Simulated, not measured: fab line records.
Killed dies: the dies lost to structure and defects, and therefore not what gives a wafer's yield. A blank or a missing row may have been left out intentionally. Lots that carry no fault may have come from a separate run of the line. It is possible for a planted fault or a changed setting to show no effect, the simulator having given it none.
Lot-split experiment    flow sfq_line    route with 325 steps; 5 lots, 23 wafers read

THE SPLIT
At SFQ_TRILAYER_L0_VIA_LITHO_EXPOSE_014 (exposes mask L0V, target cd 700 nm), the setting dose_mj was moved away from the recipe's 21.3 on 6 of the 23 wafers read, by -7.0% to -2.6%. All remaining wafers had this setting at the recipe value.

FROM THE SPLIT TO THE READING: what the file shows between them, 3 steps
- SFQ_TRILAYER_L0_VIA_LITHO_PEB_016: peb time 60 s
- SFQ_TRILAYER_L0_VIA_LITHO_DEVELOP_015: time 60 s
- SFQ_TRILAYER_L0_VIA_BARC_OPEN_VIA_ETCH_021: etches BARC in O2, target depth 125 nm, time 41.7 s

THE READING
L0V.cd_nm (the simulator's own value, which no gauge read), in nm, at SFQ_TRILAYER_L0_VIA_ETCH_VIA_ETCH_016 (etches SiO2 in CHF3, stops on MoNx KI, target depth 80 nm). No usual value for it is given in the file. The 17 wafers here that ran the recipe average 700.9 nm, standard deviation 1.8 nm.

wafer   tool, chamber at the split  dose_mj as run  against the recipe  L0V.cd_nm, nm  against lot-mates on the recipe
L074.1  krf_scanner-01, 0           21.3            recipe              701.9          -
L074.3  krf_scanner-01, 0           21.3            recipe              702.9          -
L074.4  krf_scanner-01, 0           19.97           -6.2%               692.8          -9.5
L074.5  krf_scanner-01, 0           19.97           -6.2%               693.3          -9.0
L074.6  krf_scanner-01, 0           21.3            recipe              702.1          -
L076.1  krf_scanner-02, 0           21.3            recipe              700.8          -
L076.3  krf_scanner-02, 0           21.3            recipe              700.8          -
L076.4  krf_scanner-02, 0           21.3            recipe              698.4          -
L076.5  krf_scanner-02, 0           21.3            recipe              699.9          -
L076.6  krf_scanner-02, 0           21.3            recipe              699.9          -
L077.2  krf_scanner-02, 0           21.3            recipe              700.1          -
L077.3  krf_scanner-02, 0           19.8            -7.0%               686.9          -12.2
L077.4  krf_scanner-02, 0           21.3            recipe              699.1          -
L077.5  krf_scanner-02, 0           19.8            -7.0%               685.7          -13.4
L077.6  krf_scanner-02, 0           21.3            recipe              698.1          -
L083.1  krf_scanner-01, 0           20.74           -2.6%               697.4          -3.9
L083.2  krf_scanner-01, 0           21.3            recipe              701.8          -
L083.3  krf_scanner-01, 0           21.3            recipe              702.3          -
L083.4  krf_scanner-01, 0           21.3            recipe              699.7          -
L083.5  krf_scanner-01, 0           20.74           -2.6%               698.1          -3.2
L085.2  krf_scanner-01, 0           21.3            recipe              703.7          -
L085.4  krf_scanner-01, 0           21.3            recipe              699.4          -
L085.5  krf_scanner-01, 0           21.3            recipe              704.3          -

THE FIT
A straight line over all 23 wafers: L0V.cd_nm changes by +1.7 nm for each +1% of dose_mj; r = +0.91; the points scatter about the line by 2 nm.
The same after taking each lot's own level away (the mean of its wafers on the recipe; 23 wafers): +1.66 nm for each +1%; r = +0.96; scatter 1.2 nm.
According to that fit, moving dose_mj by its largest amount changes the reading by 12 nm.
The span of the lots' own levels, 699.10 to 702.47 nm, comes to 1.9 times the standard deviation stated above.
The two slopes agree, so the slope changes little with the lot-to-lot level.
Check: with one of the wafers moved furthest among these (-7.0%) left out of the fit, the line predicts -11.4 nm for it against its lot-mates. Against them it came out at -12.2 nm.

OTHER SPLITS APPLIED TO THESE WAFERS
Other splits were also applied to these wafers ahead of the reading. Each is held against what the fit with the lots' levels taken away leaves over:
other split on the same wafers               wafers away from the commonest value  r with L0V.cd_nm (lot level and that fit taken away)
SFQ_TRILAYER_L0_LITHO_PEB_008 peb_temp_c     7                                     +0.05
SFQ_TRILAYER_L0_VIA_LITHO_COAT_018 spin_rpm  6                                     +0.09

THE WHOLE CHAIN: every reading that the file lists as answering this split, in the file's order
step                                        what it does                                               reading                                                     change (the file's fit)               r (the file's)
SFQ_TRILAYER_L0_VIA_BARC_OPEN_VIA_ETCH_021  etches BARC in O2, target depth 125 nm, time 41.7 s        L0V.cd_nm (the simulator's own value, which no gauge read)  +1.66 nm for each +1% of the setting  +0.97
SFQ_TRILAYER_L0_VIA_ETCH_VIA_ETCH_016       etches SiO2 in CHF3, stops on MoNx KI, target depth 80 nm  L0V.cd_nm (the simulator's own value, which no gauge read)  +1.65 nm for each +1% of the setting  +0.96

FILE'S OWN FIT
L0V.cd_nm changes by +1.65 nm for each +1% of dose_mj, r = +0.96.
